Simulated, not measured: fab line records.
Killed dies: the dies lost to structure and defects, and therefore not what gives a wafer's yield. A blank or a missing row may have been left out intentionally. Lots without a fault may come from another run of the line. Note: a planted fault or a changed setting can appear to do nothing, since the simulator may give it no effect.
Problem report, 8D (eight disciplines) form, completed by code    flow sky130    the parts of the form that need people (team, actions taken, sign-off) are left out

== 1. THE ISSUE ==
At SKY_FIELD_ISO_ETCH_15, oes-product-au averages 0.711 a.u. over 2 wafers from 2 lots, while fault-free wafers read 0.947 a.u., standard deviation 0.006. Relative to the usual mean, that is a shift of -39 standard deviations.
The step: etches the open film in CHF3/O2, stops on Si, target depth 180 nm, time 72 s.
First seen on wafer L414.3, day 4 13:49, on rie-diel-02. At this step, 34 wafers from 12 lots have a number in the record. The rule behind "out" and "out of limits": a value lying over 4 standard deviations away from the usual mean. The rest of the wafers with a number are treated as sound.

== 2. WHAT IT IS, AND WHAT IT ISN'T ==
question                     is                                  is not
which readings at this step  oes-product-au, throttle-valve-pct  drypump-motor-current-A
which lots                   L414, L416                          L403, L404, L408, L409, L410, L412, L421, L422, L424, L426
which wafers of those lots   L414.3, L416.3                      L414.4, L416.4
read on which tools          rie-diel-02                         rie-diel-03, rie-diel-04
when                         from day 4 13:49                    up to then (19 sound wafers); but 13 sound wafers of L416, L421, L422, L424, L426 came after

== 3. SUSPECTS, AND WHAT RULES EACH OUT ==
Counting: a tool at a process step up to the reading stays a suspect if it ran every lot that is out. Sound lots after the first of them don't rule it out here, since some wafers of a struck lot are sound.
- rie-diel-02 at SKY_FIELD_ISO_ETCH_15 (etches the open film in CHF3/O2, stops on Si, target depth 180 nm, time 72 s): kept. It processed each lot that is out (first: L414, day 4 13:49); up to then, its last sound lot is L409 (day 3 11:46). On those wafers its own readings are out: oes-product-au, throttle-valve-pct.
- Within rie-diel-02 at SKY_FIELD_ISO_ETCH_15: the wafers that are out ran in chambers 2, 3; their sound lot-mates ran in chamber 0.
After counting, what remains is rie-diel-02 at SKY_FIELD_ISO_ETCH_15.

== 4. THE CAUSE (what the simulator had put in) ==
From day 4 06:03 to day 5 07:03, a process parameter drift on rie-diel-02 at SKY_FIELD_ISO_ETCH_15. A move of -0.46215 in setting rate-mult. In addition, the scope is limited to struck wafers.
The count eliminated every tool but this one.

== 5. THE EFFECT CHAIN, in route order ==
Each row: a reading where the mean over the struck wafers with a number is more than 3 standard deviations away from the usual. Scope: only readings with a usual standard deviation given in the record; hours: median across lots of the time from each lot's start at the first step in this table that gives one to its start at this step; sigmas: change in usual standard deviations.
hours  step                    reading                   usual       on struck wafers  change  sigmas
0      SKY_FIELD_ISO_ETCH_15   oes-product-au            0.947 a.u.  0.711             -0.236  -39
0      SKY_FIELD_ISO_ETCH_15   throttle-valve-pct        8.844 %     8.780             -0.063  -7.0
0      SKY_FIELD_ISO_STRIP_16  oes-product-au            0.378 a.u.  0.411             +0.033  +7.3
0      SKY_FIELD_ISO_STRIP_16  strip-time-to-endpoint-s  3.556 s     4.332             +0.776  +29
1051   SKY_PAD_OPEN_PROBE_99   killed-at-front-end       15          422               +408    +93
1051   SKY_PAD_OPEN_PROBE_99   killed-dies               86          492               +406    +45
1051   SKY_PAD_OPEN_PROBE_99   killed-on-rim             16          96                +80     +23
Process steps it contains:
- SKY_FIELD_ISO_ETCH_15: etches the open film in CHF3/O2, stops on Si, target depth 180 nm, time 72 s.
- SKY_FIELD_ISO_STRIP_16: strips in O2/N2.
- SKY_PAD_OPEN_PROBE_99

== 6. HOW IT WOULD HAVE BEEN CAUGHT EARLIER ==
8 hours passed between the start of the fault at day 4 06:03 and the first reading out of limits in this record, taken at day 4 13:49.
